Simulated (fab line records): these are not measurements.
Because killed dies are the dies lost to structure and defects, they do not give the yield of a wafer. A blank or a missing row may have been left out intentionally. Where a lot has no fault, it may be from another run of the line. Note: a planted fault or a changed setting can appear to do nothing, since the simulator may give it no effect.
8D (eight disciplines) problem report, filled in by code | flow gf180mcu | the parts of the form that need people (team, actions taken, sign-off) are left out

== 1. THE ISSUE ==
VT_IMPLANT_TW at GF_VT_IMPLANT_TW_MEAS_10 reads a mean of 601 on 6 wafers of 2 lots; wafers without a fault read 564 with a standard deviation of 6. That is +6.2 standard deviations from the usual mean.
The first sign was on wafer L431.1 at day 8 22:46, on film-metro-03. Wafers with a number at this step in the record: 39, from 13 lots. The rule behind "out" and "out of limits": a value lying over 4 standard deviations away from the usual mean. Any other wafer with a number is counted as sound.

== 2. WHAT IT IS AND WHAT IT IS NOT ==
question                    | is                           | is not
which readings at this step | VT_IMPLANT_TW                | -
which lots                  | L431, L433                   | L419, L420, L421, L422, L426, L428, L434, L436, L438, L439, L441
which wafers of those lots  | all that have a number       | -
read on which gauges        | film-metro-01, film-metro-03 | film-metro-02
when                        | from day 8 22:46             | up to then (18 sound wafers); but 15 sound wafers of L434, L436, L438, L439, L441 came after

== 3. WHAT RULES OUT EACH SUSPECT ==
Counting: any tool at a process step up to the reading is kept as a suspect provided that every lot that is out went through it and no sound lot did after the first of them.
- ruled out: the gauge at GF_VT_IMPLANT_TW_MEAS_10. The wafers that are out were read on 2 gauges (film-metro-01, film-metro-03).
- rie-diel-04 at GF_STI_ETCH_13 (etches the open film in CHF3/O2, stops on Si, target depth 282.31 nm, time 112.9 s): ruled out as a lasting fault. The sound lots L438, L439, L441 went through it after L431, its earliest lot that is out (day 4 20:30).
- implanter-02 at GF_VT_IMPLANT_IMPLANT_08: kept. All lots that are out passed through it, beginning with L431 at day 8 22:31, and no sound lot followed; its final sound lot before that point was L426 at day 7 15:52. Out on those wafers are its own readings of beam-energy-keV.
Left after counting: implanter-02 at GF_VT_IMPLANT_IMPLANT_08.

== 4. THE CAUSE (what the simulator had put in) ==
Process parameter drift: implanter-02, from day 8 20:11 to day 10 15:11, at GF_VT_IMPLANT_IMPLANT_08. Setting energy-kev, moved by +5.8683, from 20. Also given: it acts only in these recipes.
Counting left only this tool.

== 5. THE CHAIN OF EFFECTS, in route order ==
Each row: a reading whose mean over the struck wafers that have a number lies more than 3 standard deviations from the usual. Only readings for which the record gives a usual standard deviation are gone through. hours: the time from each lot's start at the first step in this table that gives one to its start at this step, as a median over the lots. sigmas: the change in usual standard deviations.
hours | step                     | reading         | usual  | on struck wafers | change | sigmas
0     | GF_VT_IMPLANT_IMPLANT_08 | beam-energy-keV | 20.000 | 25.868           | +5.868 | +99 or more
0     | GF_VT_IMPLANT_TW_MEAS_10 | VT_IMPLANT_TW   | 564    | 601              | +37    | +6.2
Its process steps:
- GF_VT_IMPLANT_IMPLANT_08
Later measuring or inspecting steps at which every struck wafer that the step has a row for has a number for every such reading, and none has moved that far: GF_DUAL_GATE_OVL_MEAS_11.

== 6. WHAT WOULD HAVE CAUGHT IT SOONER ==
In this record the first reading out of limits at a measuring or inspecting step was taken at day 8 22:46, 3 hours after the fault began at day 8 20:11.
At GF_VT_IMPLANT_IMPLANT_08, the tool's own readings (beam-energy-keV) were out on each struck wafer the step has a row for, so an alarm limit on them would have fired on the first such wafer.
L433, from the lots that are out (2), started GF_VT_IMPLANT_IMPLANT_08 on implanter-02 later than day 8 22:46. Had the tool been put on hold then, it would have been spared.
